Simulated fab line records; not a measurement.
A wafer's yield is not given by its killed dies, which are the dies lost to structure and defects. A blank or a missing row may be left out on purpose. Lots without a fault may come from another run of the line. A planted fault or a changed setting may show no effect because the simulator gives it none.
fab line records -- flow sky130
[record] lots = 13, wafers = 39, last-day = 50
route steps=708 shown PWDE@54 VT_ADJUST_LVTN@107 VT_ADJUST_NCORE@123
lots untouched by any fault: they come from a run of this same line in which no faults occurred
start-h: hours from the record's first day to the start of the lot's first wafer shown -- wait-h: time in hours since the lot's previous step -- " as in the row above -- L1.1+2: a row that stands for several wafers -- - value missing, or start not given -- * or withheld: withheld -- < > ~ a bound
route shown NAME@n: a module of which the file shows steps, and the number in the route of the first -- usual: the fault-free wafers' mean and standard deviation -- same: alike in all rows -- chamber/n: place in a boat -- sites: readings site by site -- _std_site: their standard deviation -- _edge_site: outer sites' mean less inner sites' -- radius-mm: how far each site lies from the wafer's centre -- mask NAME#n: copy n -- behind: the last tool/chamber to shape the wafer -- hold: reason for holding the lot/hours on hold/outcome of the hold -- device: which transistor (n, p or np) failed to switch -- end of line: tests of these same wafers at the route's end -- where a step has no rows: the recipe by itself -- killed: the dies lost at the first sort to structure and to defects; this is not the yield of the wafer -- map: the dies of a wafer, with x for killed, . for not killed, _ for no die there
set.NAME: setting as actually run; set.NAME@STEP: the setting as run at that earlier step -- model.NAME: the simulator's own value behind a step, which no gauge read
the route's steps for a sample of lots (tables are steps, rows are wafers)
services: a tool's chamber out of use, with start hour (start-h, from the record's first day; less than 0 if before it), hours out, and reason
[[steps]]
[step SKY_PWDE_STRIP_09]
[recipe] chemistry = O2/N2, power-w = 1400, pressure-mtorr = 1500, platen-temp-c = withheld, o2-flow-sccm = 3000, n2-flow-sccm = 300, overash-fraction = 0.5
[usual] drypump-motor-current-A = 5.9/0.57, oes-product-au = 0.722/0.0043, strip-time-to-endpoint-s = 36.89/0.092
lot.wafer,tool,chamber,start-h,wait-h,drypump-motor-current-A,oes-product-au,rf-hours-counter-h,strip-time-to-endpoint-s
L263.2,plasma-asher-03,0,71.33,0.1,6.6,0.721,41,36.77
L263.3,plasma-asher-03,0,71.33,0.1,6.6,0.720,-,36.96
L263.6,plasma-asher-03,1,71.33,0.1,6.0,0.726,-,36.86
L264.1,plasma-asher-04,0,72.74,0.1,5.1,0.728,38,37.05
L264.2,plasma-asher-04,1,72.74,0.1,6.5,0.728,38,37.06
L264.3,plasma-asher-04,0,72.74,0.1,5.2,0.721,-,36.93
L266.2,plasma-asher-04,0,87.53,0.1,5.1,0.728,40,36.97
L266.3,plasma-asher-04,1,87.53,0.1,6.4,0.728,-,36.99
L266.6,plasma-asher-04,0,87.53,0.1,5.1,0.720,-,36.97
L267.3,plasma-asher-03,0,93.98,0.1,6.5,0.725,-,36.90
L267.4,plasma-asher-03,1,93.98,0.1,6.1,0.724,-,37.00
L267.5,plasma-asher-03,1,93.98,0.1,6.1,0.723,-,36.93
L273.4,plasma-asher-03,1,130.46,0.1,6.0,0.728,-,36.91
L273.5,plasma-asher-03,1,130.46,0.1,6.0,0.724,-,36.98
L273.6,plasma-asher-03,0,130.46,0.1,6.6,0.720,-,36.97
L275.3,plasma-asher-04,1,135.63,0.1,6.5,0.724,-,36.76
L275.5,plasma-asher-04,1,135.63,0.1,6.5,0.724,-,37.06
L275.6,plasma-asher-04,0,135.63,0.1,5.1,0.720,-,36.89
L278.1,plasma-asher-02,1,152.04,0.1,5.9,0.727,3,36.73
L278.5,plasma-asher-02,1,152.04,0.1,5.9,0.724,-,36.88
L278.6,plasma-asher-02,0,152.04,0.1,5.9,0.717,-,36.91
L280.3,plasma-asher-04,1,167.46,0.1,6.4,0.722,-,36.76
L280.4,plasma-asher-04,0,167.46,0.1,5.2,0.725,-,36.70
L280.5,plasma-asher-04,1,167.46,0.1,6.4,0.727,-,36.70
L281.1,plasma-asher-03,1,173.53,0.1,6.0,0.714,50,36.95
L281.2,plasma-asher-03,0,173.53,0.1,6.5,0.725,50,36.83
L281.6,plasma-asher-03,1,173.53,0.1,6.0,0.727,-,36.85
L283.1,plasma-asher-04,0,180.25,0.1,5.1,0.725,50,36.85
L283.3,plasma-asher-04,0,180.25,0.1,5.2,0.723,-,36.80
L283.6,plasma-asher-04,1,180.25,0.1,6.4,0.726,-,36.93
L284.3,plasma-asher-04,0,186.11,0.1,5.2,0.713,-,36.84
L284.4,plasma-asher-04,1,186.11,0.1,6.5,0.727,-,36.89
L284.5,plasma-asher-04,0,186.11,0.1,5.2,0.734,-,36.77
L285.2,plasma-asher-04,1,196.24,0.1,6.5,0.724,51,36.76
L285.3,plasma-asher-04,1,196.24,0.1,6.4,0.718,-,36.85
L285.4,plasma-asher-04,0,196.24,0.1,5.2,0.716,-,36.88
L286.3,plasma-asher-04,0,201.18,0.1,5.2,0.720,-,36.94
L286.4,plasma-asher-04,1,201.18,0.1,6.4,0.720,-,36.89
L286.5,plasma-asher-04,0,201.18,0.1,5.1,0.724,-,36.93
[step SKY_PWDE_TW_MEAS_10]
[usual] PWDE_TW = 374/3.9
lot.wafer,tool,chamber,start-h,wait-h,PWDE_TW
L263.2,film-metro-02,-,71.44,0.1,376
L263.3,film-metro-02,-,71.44,0.1,376
L263.6,film-metro-02,-,71.44,0.1,377
L264.1,film-metro-01,-,72.84,0.1,378
L264.2,film-metro-01,-,72.84,0.1,378
L264.3,film-metro-01,-,72.84,0.1,377
L266.2,film-metro-02,-,87.64,0.1,374
L266.3,film-metro-02,-,87.64,0.1,377
L266.6,film-metro-02,-,87.64,0.1,376
L267.3,film-metro-03,-,94.07,0.1,368
L267.4,film-metro-03,-,94.07,0.1,367
L267.5,film-metro-03,-,94.07,0.1,370
L273.4,film-metro-03,-,130.56,0.1,371
L273.5,film-metro-03,-,130.56,0.1,370
L273.6,film-metro-03,-,130.56,0.1,369
L275.3,film-metro-01,-,135.72,0.1,377
L275.5,film-metro-01,-,135.72,0.1,377
L275.6,film-metro-01,-,135.72,0.1,378
L278.1,film-metro-03,-,152.14,0.1,370
L278.5,film-metro-03,-,152.14,0.1,368
L278.6,film-metro-03,-,152.14,0.1,368
L280.3,film-metro-02,-,167.55,0.1,378
L280.4,film-metro-02,-,167.55,0.1,376
L280.5,film-metro-02,-,167.55,0.1,376
L281.1,film-metro-03,-,173.63,0.1,370
L281.2,film-metro-03,-,173.63,0.1,370
L281.6,film-metro-03,-,173.63,0.1,367
L283.1,film-metro-03,-,180.35,0.1,370
L283.3,film-metro-03,-,180.35,0.1,371
L283.6,film-metro-03,-,180.35,0.1,369
L284.3,film-metro-03,-,186.20,0.1,368
L284.4,film-metro-03,-,186.20,0.1,369
L284.5,film-metro-03,-,186.20,0.1,368
L285.2,film-metro-02,-,196.35,0.1,374
L285.3,film-metro-02,-,196.35,0.1,374
L285.4,film-metro-02,-,196.35,0.1,373
L286.3,film-metro-02,-,201.27,0.1,377
L286.4,film-metro-02,-,201.27,0.1,374
L286.5,film-metro-02,-,201.27,0.1,372
[step SKY_VT_ADJUST_LVTN_TW_MEAS_10]
[usual] VT_ADJUST_LVTN_TW = 240.1/1.9
lot.wafer,tool,chamber,start-h,wait-h,VT_ADJUST_LVTN_TW
L263.2,film-metro-03,-,143.29,0.1,238.7
L263.3,film-metro-03,-,143.29,0.1,238.7
L263.6,film-metro-03,-,143.29,0.1,237.4
L264.1,film-metro-03,-,149.13,0.1,238.6
L264.2,film-metro-03,-,149.13,0.1,238.9
L264.3,film-metro-03,-,149.13,0.1,238.0
L266.2,film-metro-03,-,164.59,0.1,237.5
L266.3,film-metro-03,-,164.59,0.1,238.8
L266.6,film-metro-03,-,164.59,0.1,238.5
L267.3,film-metro-04,-,173.12,0.1,239.5
L267.4,film-metro-04,-,173.12,0.1,239.8
L267.5,film-metro-04,-,173.12,0.1,241.1
L273.4,film-metro-01,-,214.13,0.1,243.6
L273.5,film-metro-01,-,214.13,0.1,245.2
L273.6,film-metro-01,-,214.13,0.1,243.2
L275.3,film-metro-04,-,221.17,0.1,239.8
L275.5,film-metro-04,-,221.17,0.1,240.6
L275.6,film-metro-04,-,221.17,0.1,241.3
L278.1,film-metro-03,-,239.08,0.1,237.3
L278.5,film-metro-03,-,239.08,0.1,238.2
L278.6,film-metro-03,-,239.08,0.1,238.2
L280.3,film-metro-04,-,255.00,0.1,239.5
L280.4,film-metro-04,-,255.00,0.1,239.6
L280.5,film-metro-04,-,255.00,0.1,238.5
L281.1,film-metro-04,-,263.48,0.1,240.2
L281.2,film-metro-04,-,263.48,0.1,240.5
L281.6,film-metro-04,-,263.48,0.1,239.4
L283.1,film-metro-03,-,269.55,0.1,239.7
L283.3,film-metro-03,-,269.55,0.1,240.8
L283.6,film-metro-03,-,269.55,0.1,239.4
L284.3,film-metro-04,-,277.21,0.1,241.9
L284.4,film-metro-04,-,277.21,0.1,241.0
L284.5,film-metro-04,-,277.21,0.1,241.0
L285.2,film-metro-01,-,290.36,0.1,242.8
L285.3,film-metro-01,-,290.36,0.1,242.8
L285.4,film-metro-01,-,290.36,0.1,243.3
L286.3,film-metro-03,-,294.86,0.1,239.3
L286.4,film-metro-03,-,294.86,0.1,239.5
L286.5,film-metro-03,-,294.86,0.1,240.6
[step SKY_VT_ADJUST_NCORE_EXPOSE_04]
[recipe] mask-id = LVTN_COMPLEMENT_THIN, na = 0.6, source-shape = conventional, sigma-outer = 0.6, polarization = unpolarized, target-cd-nm = 380, dose-mj = 139
lot.wafer,tool,chamber,start-h,wait-h,mask
L263.2+3+6,iline-stepper-02,0,174.26,-,LVTN_COMPLEMENT_THIN#0
L264.1+2+3,iline-stepper-02,0,179.61,-,LVTN_COMPLEMENT_THIN#0
L266.2+3+6,iline-stepper-02,0,196.67,-,LVTN_COMPLEMENT_THIN#0
L267.3+4+5,iline-stepper-02,0,205.04,-,HVN_STD_DERIVED#0
L273.4+5+6,iline-stepper-01,0,248.23,-,LVTN_COMPLEMENT_THIN#0
L275.3+5+6,iline-stepper-02,0,255.00,-,LVTN_COMPLEMENT_THIN#0
L278.1+5+6,iline-stepper-02,0,274.31,-,LVTN_COMPLEMENT_THIN#0
L280.3+4+5,iline-stepper-02,0,291.23,-,LVTN_COMPLEMENT_THIN#0
L281.1+2+6,iline-stepper-02,0,298.76,-,LVTN_COMPLEMENT_THIN#0
L283.1+3+6,iline-stepper-02,0,307.19,-,LVTN_COMPLEMENT_THIN#0
L284.3+4+5,iline-stepper-02,0,314.73,-,LVTN_COMPLEMENT_THIN#0
L285.2+3+4,iline-stepper-02,0,328.38,-,LVTN_COMPLEMENT_THIN#0
L286.3+4+5,iline-stepper-02,0,333.48,-,LVTN_COMPLEMENT_THIN#0
[step SKY_VT_ADJUST_NCORE_CD_MEAS_07]
[recipe] target-cd-nm = 380
[usual] cd-nm = 380.0/1.8
lot.wafer,tool,chamber,start-h,wait-h,cd-nm
L263.2,cd-sem-02,-,184.63,0.1,380.9
L263.3,cd-sem-02,-,184.63,0.1,380.6
L263.6,cd-sem-02,-,184.63,0.1,380.9
L264.1,cd-sem-02,-,190.05,0.1,382.6
L264.2,cd-sem-02,-,190.05,0.1,382.7
L264.3,cd-sem-02,-,190.05,0.1,383.2
L266.2,cd-sem-02,-,206.96,0.1,378.4
L266.3,cd-sem-02,-,206.96,0.1,381.6
L266.6,cd-sem-02,-,206.96,0.1,380.2
L267.3,cd-sem-01,-,215.04,0.1,-
L267.4,cd-sem-01,-,215.04,0.1,-
L267.5,cd-sem-01,-,215.04,0.1,-
L273.4,cd-sem-01,-,259.11,0.1,382.1
L273.5,cd-sem-01,-,259.11,0.1,380.0
L273.6,cd-sem-01,-,259.11,0.1,381.5
L275.3,cd-sem-02,-,266.68,0.1,377.9
L275.5,cd-sem-02,-,266.68,0.1,376.7
L275.6,cd-sem-02,-,266.68,0.1,378.5
L278.1,cd-sem-02,-,286.59,0.1,377.5
L278.5,cd-sem-02,-,286.59,0.1,379.0
L278.6,cd-sem-02,-,286.59,0.1,379.2
L280.3,cd-sem-02,-,302.80,0.1,378.7
L280.4,cd-sem-02,-,302.80,0.1,381.4
L280.5,cd-sem-02,-,302.80,0.1,378.7
L281.1,cd-sem-01,-,310.69,0.1,379.6
L281.2,cd-sem-01,-,310.69,0.1,379.6
L281.6,cd-sem-01,-,310.69,0.1,379.5
L283.1,cd-sem-02,-,319.90,0.1,379.6
L283.3,cd-sem-02,-,319.90,0.1,376.6
L283.6,cd-sem-02,-,319.90,0.1,378.8
L284.3,cd-sem-01,-,327.18,0.1,380.1
L284.4,cd-sem-01,-,327.18,0.1,383.5
L284.5,cd-sem-01,-,327.18,0.1,380.8
L285.2,cd-sem-02,-,341.52,0.1,382.2
L285.3,cd-sem-02,-,341.52,0.1,380.7
L285.4,cd-sem-02,-,341.52,0.1,379.9
L286.3,cd-sem-01,-,346.90,0.1,376.6
L286.4,cd-sem-01,-,346.90,0.1,380.6
L286.5,cd-sem-01,-,346.90,0.1,378.6
[step SKY_VT_ADJUST_NCORE_TW_MEAS_11]
[usual] VT_ADJUST_NCORE_TW = 220.0/1.5
lot.wafer,tool,chamber,start-h,wait-h,VT_ADJUST_NCORE_TW
L263.2,film-metro-02,-,185.03,0.1,220.4
L263.3,film-metro-02,-,185.03,0.1,220.3
L263.6,film-metro-02,-,185.03,0.1,221.6
L264.1,film-metro-04,-,190.46,0.1,216.6
L264.2,film-metro-04,-,190.46,0.1,217.6
L264.3,film-metro-04,-,190.46,0.1,217.5
L266.2,film-metro-01,-,207.36,0.1,220.0
L266.3,film-metro-01,-,207.36,0.1,221.6
L266.6,film-metro-01,-,207.36,0.1,222.1
L267.3,film-metro-04,-,215.43,0.1,29.9
L267.4,film-metro-04,-,215.43,0.1,29.7
L267.5,film-metro-04,-,215.43,0.1,29.8
L273.4,film-metro-02,-,259.49,0.1,219.9
L273.5,film-metro-02,-,259.49,0.1,220.7
L273.6,film-metro-02,-,259.49,0.1,220.7
L275.3,film-metro-01,-,267.76,0.1,221.9
L275.5,film-metro-01,-,267.76,0.1,219.1
L275.6,film-metro-01,-,267.76,0.1,220.5
L278.1,film-metro-04,-,287.06,0.1,220.4
L278.5,film-metro-04,-,287.06,0.1,219.2
L278.6,film-metro-04,-,287.06,0.1,219.1
L280.3,film-metro-02,-,303.19,0.1,220.2
L280.4,film-metro-02,-,303.19,0.1,221.8
L280.5,film-metro-02,-,303.19,0.1,220.6
L281.1,film-metro-04,-,311.09,0.1,220.6
L281.2,film-metro-04,-,311.09,0.1,219.9
L281.6,film-metro-04,-,311.09,0.1,221.4
L283.1,film-metro-01,-,320.31,0.1,222.1
L283.3,film-metro-01,-,320.31,0.1,222.2
L283.6,film-metro-01,-,320.31,0.1,221.5
L284.3,film-metro-01,-,327.57,0.1,223.0
L284.4,film-metro-01,-,327.57,0.1,222.1
L284.5,film-metro-01,-,327.57,0.1,222.8
L285.2,film-metro-04,-,341.92,0.1,221.1
L285.3,film-metro-04,-,341.92,0.1,220.2
L285.4,film-metro-04,-,341.92,0.1,220.5
L286.3,film-metro-04,-,347.30,0.1,220.7
L286.4,film-metro-04,-,347.30,0.1,220.5
L286.5,film-metro-04,-,347.30,0.1,220.7
[[services]]
tool,chamber,start-h,hours,kind
iline-stepper-02,-,52.45,37.8,repair
plasma-asher-02,-,70.23,7.0,pm
plasma-asher-04,-,84.45,1.4,repair
iline-stepper-01,-,90.25,1.7,pm
plasma-asher-03,-,107.53,14.6,pm
plasma-asher-02,-,108.75,9.0,pm
plasma-asher-02,0,108.75,9.0,vent-cycle
plasma-asher-02,1,108.75,9.0,vent-cycle
plasma-asher-02,0,117.75,-,clean
plasma-asher-02,1,117.75,-,clean
plasma-asher-04,-,131.09,0.3,repair
plasma-asher-02,-,193.56,0.6,repair
plasma-asher-04,-,201.56,1.4,repair
plasma-asher-04,-,205.25,5.7,repair
iline-stepper-02,-,227.56,1.7,pm
plasma-asher-03,-,260.79,0.9,repair
iline-stepper-01,-,273.31,11.3,repair
iline-stepper-01,-,288.54,1.7,pm
plasma-asher-03,-,307.75,2.1,repair
[[key]]
[first-sign] step = SKY_VT_ADJUST_NCORE_EXPOSE_04, reading = mask, direction = changed
[effect] step = SKY_VT_ADJUST_NCORE_CD_MEAS_07, reading = cd-nm, direction = missing
[effect] step = SKY_VT_ADJUST_NCORE_TW_MEAS_11, reading = VT_ADJUST_NCORE_TW, direction = down, sigmas = 99+, usual = 220.0, struck = 29.8
met-at SKY_VT_ADJUST_NCORE_EXPOSE_04
struck-lots L267
sort-left-out L267.3,L267.4,L267.5
tester-left-out L267
not-acting-at SKY_PWDE_STRIP_09,SKY_PWDE_TW_MEAS_10,SKY_VT_ADJUST_LVTN_TW_MEAS_10
onset-between 196.67 205.04
[fault] kind = wrong-mask, tool = any, chamber = -, onset-h = 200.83, steps = SKY_VT_ADJUST_NCORE_EXPOSE_04, aux-copy = HVN_STD_DERIVED#0, scope = struck-lots-only
// tester-left-out: of these lots the tester's yield and bins aren't shown, on N5 and GAA mostly nor the transistor test; their killed dies are dies lost to structure and defects alone, not to doping, threshold or leakage, so they don't give the yield
// sort-left-out: the simulated sort isn't trusted on such a fault, so these wafers' sort isn't shown, and their yield isn't known
